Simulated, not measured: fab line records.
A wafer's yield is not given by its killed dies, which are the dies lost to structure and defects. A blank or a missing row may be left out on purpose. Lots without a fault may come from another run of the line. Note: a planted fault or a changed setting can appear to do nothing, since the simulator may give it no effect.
The tool behind it: which one? :: flow sky130 :: Sampling: 24 lots, 72 wafers, 2 of 708 route steps

== WHAT THE GAUGES READ, wafer by wafer ==
SKY_POLY_CUT_CD_MEAS_08: target cd 270 nm. Usual: cd nm 270.2 nm, standard deviation 1.4.
lot: L074
measured: day 24 13:49
on: cd sem-01
cd nm (nm): 270.5 272.7 270.8
flag: 

lot: L076
measured: day 25 01:55
on: cd sem-01
cd nm (nm): 270.4 269.4 270.2
flag: 

lot: L077
measured: day 25 06:40
on: cd sem-01
cd nm (nm): 266.9 267.3 267.1
flag: 

lot: L075
measured: day 25 07:02
on: cd sem-01
cd nm (nm): 267.3 269.3 267.4
flag: 

lot: L078
measured: day 25 07:23
on: cd sem-02
cd nm (nm): 270.4 270.9 269.9
flag: 

lot: L079
measured: day 26 05:35
on: cd sem-02
cd nm (nm): 270.9 270.7 270.9
flag: 

lot: L080
measured: day 26 13:10
on: cd sem-02
cd nm (nm): 270.1 268.1 268.5
flag: 

lot: L081
measured: day 26 16:41
on: cd sem-02
cd nm (nm): 270.7 270.2 271.1
flag: 

lot: L082
measured: day 27 00:47
on: cd sem-02
cd nm (nm): 271.1 271.9 271.9
flag: 

lot: L083
measured: day 27 03:55
on: cd sem-01
cd nm (nm): 270.1 268.5 269.5
flag: 

lot: L084
measured: day 27 12:04
on: cd sem-02
cd nm (nm): 270.7 271.2 270.6
flag: 

lot: L085
measured: day 27 19:09
on: cd sem-01
cd nm (nm): 271.1 271.6 269.9
flag: 

lot: L086
measured: day 28 03:20
on: cd sem-01
cd nm (nm): 268.1 267.6 267.6
flag: 

lot: L087
measured: day 28 09:29
on: cd sem-02
cd nm (nm): 268.8 270.2 269.8
flag: 

lot: L088
measured: day 28 14:32
on: cd sem-01
cd nm (nm): 271.1 270.2 271.8
flag: 

lot: L089
measured: day 29 06:23
on: cd sem-01
cd nm (nm): 271.6 270.5 270.2
flag: 

lot: L090
measured: day 29 11:26
on: cd sem-02
cd nm (nm): 271.7 270.6 272.8
flag: 

lot: L091
measured: day 29 21:50
on: cd sem-02
cd nm (nm): 270.5 268.9 269.9
flag: 

lot: L092
measured: day 30 06:31
on: cd sem-02
cd nm (nm): 268.3 269.7 269.0
flag: 

lot: L093
measured: day 30 10:34
on: cd sem-02
cd nm (nm): 271.8 269.3 270.0
flag: 

lot: L094
measured: day 31 06:23
on: cd sem-02
cd nm (nm): 269.0 268.9 269.2
flag: 

lot: L095
measured: day 31 23:37
on: cd sem-02
cd nm (nm): 269.1 269.4 270.4
flag: 

lot: L097
measured: day 32 02:41
on: cd sem-01
cd nm (nm): 270.6 271.2 271.4
flag: 

lot: L096
measured: day 32 03:01
on: cd sem-02
cd nm (nm): 270.6 270.7 271.5
flag: 

SKY_LI_CONTACT_BOW_MEAS_03. Usual: LI_CONTACT_BOW 56 um, standard deviation 7.2.
lot: L074
measured: day 28 07:09
on: film metro-04
LI_CONTACT_BOW (um): 62 68 77
flag: 

lot: L076
measured: day 28 20:01
on: film metro-04
LI_CONTACT_BOW (um): 47 57 63
flag: 

lot: L077
measured: day 28 22:10
on: film metro-04
LI_CONTACT_BOW (um): 53 61 48
flag: 

lot: L075
measured: day 28 23:58
on: film metro-04
LI_CONTACT_BOW (um): 44 58 51
flag: 

lot: L078
measured: day 29 00:20
on: film metro-01
LI_CONTACT_BOW (um): 57 50 52
flag: 

lot: L079
measured: day 29 20:37
on: film metro-01
LI_CONTACT_BOW (um): 47 55 57
flag: 

lot: L080
measured: day 30 04:18
on: film metro-01
LI_CONTACT_BOW (um): 57 53 48
flag: 

lot: L081
measured: day 30 07:16
on: film metro-04
LI_CONTACT_BOW (um): 51 46 64
flag: 

lot: L082
measured: day 30 14:06
on: film metro-01
LI_CONTACT_BOW (um): 57 61 60
flag: 

lot: L083
measured: day 30 18:28
on: film metro-01
LI_CONTACT_BOW (um): 45 44 63
flag: 

lot: L084
measured: day 31 01:19
on: film metro-01
LI_CONTACT_BOW (um): 54 45 53
flag: 

lot: L085
measured: day 31 08:23
on: film metro-04
LI_CONTACT_BOW (um): 71 64 63
flag: 

lot: L086
measured: day 31 17:07
on: film metro-03
LI_CONTACT_BOW (um): 60 53 62
flag: 

lot: L087
measured: day 31 20:42
on: film metro-01
LI_CONTACT_BOW (um): 52 59 42
flag: 

lot: L088
measured: day 32 03:08
on: film metro-04
LI_CONTACT_BOW (um): 54 51 48
flag: 

lot: L089
measured: day 32 18:10
on: film metro-01
LI_CONTACT_BOW (um): 64 59 52
flag: 

lot: L090
measured: day 32 21:46
on: film metro-03
LI_CONTACT_BOW (um): 48 62 57
flag: 

lot: L091
measured: day 33 08:43
on: film metro-01
LI_CONTACT_BOW (um): 43 70 71
flag: 

lot: L092
measured: day 33 17:24
on: film metro-01
LI_CONTACT_BOW (um): 48 54 55
flag: 

lot: L093
measured: day 33 21:41
on: film metro-04
LI_CONTACT_BOW (um): 56 54 51
flag: 

lot: L094
measured: day 34 17:39
on: film metro-04
LI_CONTACT_BOW (um): 49 57 52
flag: 

lot: L095
measured: day 35 07:58
on: film metro-01
LI_CONTACT_BOW (um): 63 53 71
flag: 

lot: L097
measured: day 35 09:59
on: film metro-03
LI_CONTACT_BOW (um): 62 53 52
flag: 

lot: L096
measured: day 35 10:37
on: film metro-03
LI_CONTACT_BOW (um): 47 66 55
flag: 

== TOOL THAT RAN EACH LOT (tool first, then ch and the chambers of the sampled wafers, then the start) ==
Record: no process step prior to these readings.

== AS READ BY THE TOOLS THEMSELVES (means over the sampled wafers that have a number; for cases with no such wafer, the mark the record gives instead) ==
The record holds no such reading with a usual standard deviation.

== THE ANSWER, worked out from the rows above alone ==
Rule: lot off if the mean of its wafers having a number is beyond 3 standard deviations from the usual mean. A lot without any number at a reading at which 4 lots or more have one is off too. Any other lot the step has rows for is counted as sound. After the gauges, taken in route order, come the tools' own readings; for these a lot's mean is taken, as printed above. At the first step where some lot is off, the reading lying furthest off is the one used; lots without a number count as furthest.
No lot is off at any reading shown: from this, nothing can be told.

== WHAT THE SIMULATOR PUT IN ==
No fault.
